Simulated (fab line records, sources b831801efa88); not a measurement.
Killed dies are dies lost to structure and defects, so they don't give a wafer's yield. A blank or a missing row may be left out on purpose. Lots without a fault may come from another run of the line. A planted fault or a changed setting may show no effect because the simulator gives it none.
One fault seen from 2 desks | flow sky130 | each desk has only its own numbers; what lay behind them comes last

THE TOOL OWNER'S DESK: iline_stepper-01
The tool's own readings at SKY_NWELL_EXPOSE_20 (exposes mask NWM COMPLEMENT, target cd 840 nm): means of the sampled wafers that have a number, for each lot that ran on this tool. A lot is out of limits, marked OUT, if its mean lies more than 4 standard deviations from the usual mean; the brackets give that distance.
Columns: A = exposure_dose_mJ_cm2 at SKY_NWELL_EXPOSE_20, usual 260.03; B = stage_vel_mm_s at SKY_NWELL_EXPOSE_20, usual 500.01 mm/s
lot  | first seen here | A      | B
L409 | day 6 06:59     | 260.24 | 499.90
L411 | day 6 13:22     | 260.06 | 500.18
L415 | day 7 15:13     | 259.81 | 500.05
L420 | day 8 23:31     | 260.01 | 500.12
L425 | day 10 05:23    | 259.85 | 499.84
This desk's finding: nothing out of limits on any of the 5 lots.

THE METROLOGY DESK
What the gauges read, lot by lot, whatever tool the lot ran on: means of the sampled wafers that have a number. A lot is out of limits, marked OUT, if its mean lies more than 4 standard deviations from the usual mean; the brackets give that distance. Of its 9 readings 7 are shown: those that lie furthest out on some lot.
Columns: A = NWELL_01_OVL at SKY_NWELL_OVL_MEAS_23, usual -0.7 nm; B = NWELL_2_TW at SKY_NWELL_TW_MEAS_26, usual 492; C = NWELL_RS at SKY_NWELL_RS_MEAS_29, usual 624.4 ohm/sq; D = PWDE_RS at SKY_NWELL_RS_MEAS_31, usual 5282 ohm/sq; E = cd_nm at SKY_VT_ADJUST_HVTP_CD_MEAS_07, usual 379.8 nm; F = VT_ADJUST_HVTP_OVL at SKY_VT_ADJUST_HVTP_OVL_MEAS_08, usual -1.0 nm; G = VT_ADJUST_HVTP_TW at SKY_VT_ADJUST_HVTP_TW_MEAS_11, usual 1348
lot  | first seen here | A    | B   | C     | D    | E     | F    | G
L409 | day 5 20:50     | -1.8 | 486 | 622.5 | 5307 | 377.1 | -1.2 | 1366
L411 | day 6 03:39     | -0.7 | 484 | 623.5 | 5283 | 381.4 | -2.2 | 1336
L414 | day 7 00:14     | -2.0 | 491 | 624.5 | 5295 | 379.9 | 0.2  | 1333
L415 | day 7 04:27     | -0.8 | 491 | 623.3 | 5294 | 379.4 | -1.6 | 1345
L420 | day 8 12:12     | -1.4 | 493 | 622.1 | 5265 | 380.6 | 0.3  | 1355
L425 | day 9 16:58     | -1.4 | 496 | 622.5 | 5262 | 379.1 | 0.3  | 1358
This desk's finding: nothing out of limits on any of the 6 lots.

PUT TOGETHER
The tool owner's desk saw nothing out of limits.
The metrology desk saw nothing out of limits.

WHAT THE SIMULATOR HAD PUT IN
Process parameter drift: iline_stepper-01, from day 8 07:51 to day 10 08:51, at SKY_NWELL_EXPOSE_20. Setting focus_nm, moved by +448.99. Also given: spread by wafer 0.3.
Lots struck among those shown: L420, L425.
